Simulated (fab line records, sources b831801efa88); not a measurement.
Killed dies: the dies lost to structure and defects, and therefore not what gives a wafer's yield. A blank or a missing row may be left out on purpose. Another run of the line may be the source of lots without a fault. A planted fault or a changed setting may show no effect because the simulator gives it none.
Which tool was responsible?    flow gf180mcu    14 lots, 42 wafers sampled, at 5 steps of a route of 602

## WHAT THE GAUGES SHOWED, per wafer
GF_VT_IMPLANT_OVL_MEAS_18.
lot   measured      on          VT_IMPLANT_01_OVL (nm)
L403  day 6 12:21   overlay-02  3.5 -0.1 2.2
L404  day 6 17:21   overlay-02  1.4 1.3 1.4
L406  day 7 06:43   overlay-02  -0.1 0.4 -2.2
L407  day 7 12:58   overlay-01  -0.9 -1.7 -1.4
L409  day 8 03:19   overlay-02  -0.6 -0.4 -0.7
L410  day 8 07:33   overlay-02  -0.8 0.5 0.8
L411  day 8 14:10   overlay-02  0.3 1.7 2.1
L412  day 8 22:09   overlay-01  0.0 0.7 2.0
L415  day 9 16:52   overlay-02  -0.5 -0.4 -1.2
L416  day 9 22:21   overlay-01  0.6 0.4 1.9
L418  day 10 10:13  overlay-02  -0.5 -2.5 0.2
L421  day 11 06:40  overlay-01  -0.7 -0.2 -1.0
L423  day 11 18:45  overlay-02  0.8 1.2 0.6
L425  day 12 09:36  overlay-01  0.1 1.2 -0.5

GF_PSD_RS_MEAS_14: the measuring method here is four-point-probe.
lot   measured      on            NSD_RS (ohm/sq)
L403  day 14 15:39  filmMetro-04  46.27 46.13 46.17
L404  day 14 20:27  filmMetro-03  46.29 46.32 46.27
L406  day 15 16:42  filmMetro-03  46.07 46.23 46.17
L407  day 16 02:47  filmMetro-04  46.14 46.15 46.09
L409  day 16 18:31  filmMetro-02  46.15 46.15 46.17
L410  day 17 01:36  filmMetro-02  46.15 46.13 46.09
L411  day 17 08:34  filmMetro-04  46.08 46.11 46.09
L412  day 17 22:14  filmMetro-04  46.09 46.24 46.14
L415  day 18 20:13  filmMetro-04  46.09 46.16 46.14
L416  day 19 03:39  filmMetro-03  46.24 46.28 46.14
L418  day 19 22:55  filmMetro-02  45.84 45.98 46.03
L421  day 20 21:55  filmMetro-04  46.12 46.04 46.26
L423  day 21 18:53  filmMetro-03  46.26 46.17 46.25
L425  day 22 08:18  filmMetro-03  46.12 46.25 46.17

## WHAT TOOL EACH LOT RAN ON (gives the tool, then ch and the chambers of the sampled wafers, and finally the start)
lot   GF_HV_LDD_COAT_41                 GF_HV_LDD_STRIP_49                   GF_PSD_RTA_13
L403  lithoTrack-01 ch 0, day 12 09:00  plasmaAsher-04 ch 0,1, day 12 18:49  rtpAnneal-02 ch 0, day 14 15:34
L404  lithoTrack-02 ch 0, day 12 12:52  plasmaAsher-03 ch 0,1, day 12 23:19  rtpAnneal-02 ch 0, day 14 20:22
L406  lithoTrack-02 ch 0, day 13 06:40  plasmaAsher-03 ch 1, day 13 17:37    rtpAnneal-01 ch 0, day 15 16:37
L407  lithoTrack-02 ch 0, day 13 16:59  plasmaAsher-03 ch 0,1, day 14 04:09  rtpAnneal-01 ch 0, day 16 02:42
L409  lithoTrack-04 ch 0, day 14 07:46  plasmaAsher-03 ch 0,1, day 14 19:03  rtpAnneal-02 ch 0, day 16 18:26
L410  lithoTrack-04 ch 0, day 14 14:50  plasmaAsher-03 ch 0,1, day 15 01:52  rtpAnneal-01 ch 0, day 17 01:31
L411  lithoTrack-01 ch 0, day 14 20:44  plasmaAsher-03 ch 0,1, day 15 07:40  rtpAnneal-02 ch 0, day 17 08:28
L412  lithoTrack-01 ch 0, day 15 07:39  plasmaAsher-01 ch 0,1, day 15 19:07  rtpAnneal-02 ch 0, day 17 22:10
L415  lithoTrack-04 ch 0, day 16 05:10  plasmaAsher-03 ch 0,1, day 16 17:24  rtpAnneal-01 ch 0, day 18 20:08
L416  lithoTrack-02 ch 0, day 16 12:04  plasmaAsher-04 ch 0,1, day 16 23:46  rtpAnneal-01 ch 0, day 19 03:34
L418  lithoTrack-01 ch 0, day 17 06:31  plasmaAsher-01 ch 0,1, day 17 18:57  rtpAnneal-01 ch 0, day 19 22:50
L421  lithoTrack-02 ch 0, day 18 05:08  plasmaAsher-01 ch 1, day 18 17:34    rtpAnneal-01 ch 0, day 20 21:50
L423  lithoTrack-04 ch 0, day 19 03:08  plasmaAsher-03 ch 0,1, day 19 15:27  rtpAnneal-01 ch 0, day 21 18:49
L425  lithoTrack-01 ch 0, day 19 16:21  plasmaAsher-01 ch 0,1, day 20 04:30  rtpAnneal-02 ch 0, day 22 08:13
- GF_HV_LDD_COAT_41: resist thk 1000 nm.
- GF_HV_LDD_STRIP_49: strips in O2/N2.
- GF_PSD_RTA_13: time 20 s.

## WHAT THE TOOLS THEMSELVES READ (means of the sampled wafers that have a number; where no wafer has one, the mark that the record gives instead)
GF_HV_LDD_STRIP_49.
lot   tool            drypumpMotorCurrentA (A)  heaterPowerW (W)  oesProductAu (a.u.)  stripTimeToEndpointS (s)
L403  plasmaAsher-04  5.87                      350               0.708                12.640
L404  plasmaAsher-03  5.61                      292               0.714                12.636
L406  plasmaAsher-03  5.58                      286               0.716                12.643
L407  plasmaAsher-03  5.64                      304               0.718                12.683
L409  plasmaAsher-03  5.64                      302               0.718                12.613
L410  plasmaAsher-03  5.62                      294               0.719                12.669
L411  plasmaAsher-03  5.65                      304               0.714                12.631
L412  plasmaAsher-01  5.42                      326               0.715                12.638
L415  plasmaAsher-03  5.62                      293               0.714                12.660
L416  plasmaAsher-04  5.89                      342               0.714                12.766
L418  plasmaAsher-01  5.49                      323               0.718                12.626
L421  plasmaAsher-01  5.56                      322               0.718                12.786
L423  plasmaAsher-03  5.62                      300               0.713                12.605
L425  plasmaAsher-01  5.52                      325               0.721                12.617

GF_PSD_RTA_13.
lot   tool          lampPowerPct (%)  wafer_temp_C_max
L403  rtpAnneal-02  34.8              1030.0
L404  rtpAnneal-02  34.7              1030.4
L406  rtpAnneal-01  35.9              1030.2
L407  rtpAnneal-01  35.9              1029.6
L409  rtpAnneal-02  34.7              1030.0
L410  rtpAnneal-01  35.9              1029.5
L411  rtpAnneal-02  34.7              1030.3
L412  rtpAnneal-02  34.7              1030.5
L415  rtpAnneal-01  35.9              1030.1
L416  rtpAnneal-01  35.9              1029.5
L418  rtpAnneal-01  35.9              1028.6
L421  rtpAnneal-01  35.9              1029.1
L423  rtpAnneal-01  35.9              1028.9
L425  rtpAnneal-02  34.7              1030.7

## THE ANSWER, worked out from the rows above alone
Rule: the lots themselves supply what counts as usual. The widest of any qualifying gaps counts: lots, ordered by their means at a reading, are off when they make up no more than a third of the lots, leave a main group of 4 or more, and stand apart from it by 3 or more times the standard deviation of that group's means. Not used: any main group whose means are identical at the precision the tables above print for the reading. A lot without any number at a reading at which 4 lots or more have one is off too. The other lots that the step has rows for count as sound. The gauges are gone through in route order, then the tools' own readings, and for those a lot's mean is taken as printed above. The first step at which some lot is off is used, and at that step the reading that is off furthest; a lot without a number counts as furthest.
Off, at GF_HV_LDD_STRIP_49 on stripTimeToEndpointS: L416, L421. The main group has a mean of 12.638 s with a standard deviation of 0.022.
If a tool, at that step or one of the process steps before it, ran each lot that is off and ran no sound lot following the first of them, it fits. One fits: lithoTrack-02 at GF_HV_LDD_COAT_41. A fault onset in the window from L407 (day 13 16:59, its last sound lot) to L416 (day 16 12:04, its first lot off) fits.

## WHAT HAD BEEN PUT IN BY THE SIMULATOR
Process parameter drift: lithoTrack-02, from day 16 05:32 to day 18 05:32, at GF_HV_LDD_COAT_41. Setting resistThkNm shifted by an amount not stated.
Shown lots that were struck: L416, L421. The rule above reached the same finding.
